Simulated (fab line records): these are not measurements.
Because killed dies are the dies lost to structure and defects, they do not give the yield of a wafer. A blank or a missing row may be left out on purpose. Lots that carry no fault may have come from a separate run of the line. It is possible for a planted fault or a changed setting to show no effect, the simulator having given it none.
Chamber matching | flow sky130 | SKY_FIELD_ISO_ETCH_17 on rie_si-01: 4 sister chambers
The step etches Si in HBr/Cl2/O2, target depth 342 nm, time 97.7 s. 16 wafers are shown with their chamber, then 8 later ones without.

== WAFERS, EACH WITH ITS CHAMBER ==
wafer  | chamber | drypump_motor_current_A (A) | oes_product_au (a.u.) | throttle_valve_pct (%)
L074.3 | 0       | 5.8                         | 0.993                 | 25.666
L074.4 | 2       | 5.8                         | 1.012                 | 25.659
L074.5 | 1       | 6.3                         | 0.988                 | 25.671
L081.2 | 0       | 5.8                         | 0.976                 | 25.672
L081.4 | 1       | 6.2                         | 0.986                 | 25.670
L081.6 | 3       | 5.0                         | 0.991                 | 25.667
L084.2 | 3       | 5.1                         | 0.990                 | 25.656
L084.4 | 0       | 5.9                         | 0.984                 | 25.650
L084.5 | 0       | 5.9                         | 0.979                 | 25.664
L086.3 | 0       | 5.9                         | 0.990                 | 25.673
L086.4 | 2       | 5.8                         | 0.998                 | 25.652
L086.6 | 1       | 6.3                         | 0.990                 | 25.664
L087.1 | 3       | 5.0                         | 0.993                 | 25.661
L087.4 | 0       | 5.9                         | 1.003                 | 25.658
L087.6 | 3       | 5.0                         | 0.998                 | 25.657
L091.2 | 1       | 6.3                         | 0.991                 | 25.644

SIGNATURES, as means of the wafers listed above
reading                 | chamber 0 | chamber 1 | chamber 2 | chamber 3 | scatter within a chamber
drypump_motor_current_A | 5.867     | 6.275     | 5.800     | 5.025     | 0.0486
oes_product_au          | 0.98750   | 0.98875   | 1.00500   | 0.99300   | 0.00733
throttle_valve_pct      | 25.66383  | 25.66225  | 25.65550  | 25.66025  | 0.00891
Rule: a wafer lies at a distance from a chamber equal to the root of the sum of squares, over the readings, of (its reading less the chamber's mean, divided by the reading's scatter). The wafer belongs to the nearest chamber; if the next one is less than 2 further off, it can't be placed. The scatter: take each reading less its chamber's mean, square it, sum over the shown wafers, divide by the number of wafers less the number of chambers, and take the root.

== WAFERS WITHOUT THEIR CHAMBER ==
wafer  | drypump_motor_current_A (A) | oes_product_au (a.u.) | throttle_valve_pct (%)
L091.3 | 5.1                         | 1.004                 | 25.647
L091.5 | 5.8                         | 0.991                 | 25.678
L092.1 | 6.3                         | 1.001                 | 25.648
L092.5 | 6.3                         | 1.000                 | 25.658
L092.6 | 5.8                         | 1.010                 | 25.650
L097.4 | 5.0                         | 0.999                 | 25.670
L097.5 | 5.8                         | 1.018                 | 25.646
L097.6 | 6.3                         | 0.990                 | 25.666

== EACH ONE'S CHAMBER ==
wafer  | from the rows above     | in truth
L091.3 | 3                       | 3
L091.5 | can't be placed: 0 or 2 | 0
L092.1 | 1                       | 1
L092.5 | 1                       | 1
L092.6 | 2                       | 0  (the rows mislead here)
L097.4 | 3                       | 3
L097.5 | 2                       | 2
L097.6 | 1                       | 1
Correct placement for 6 of the 8. Can't be placed from these rows: 1 (the true chamber is among the candidates in 1). Number placed wrongly: 1.
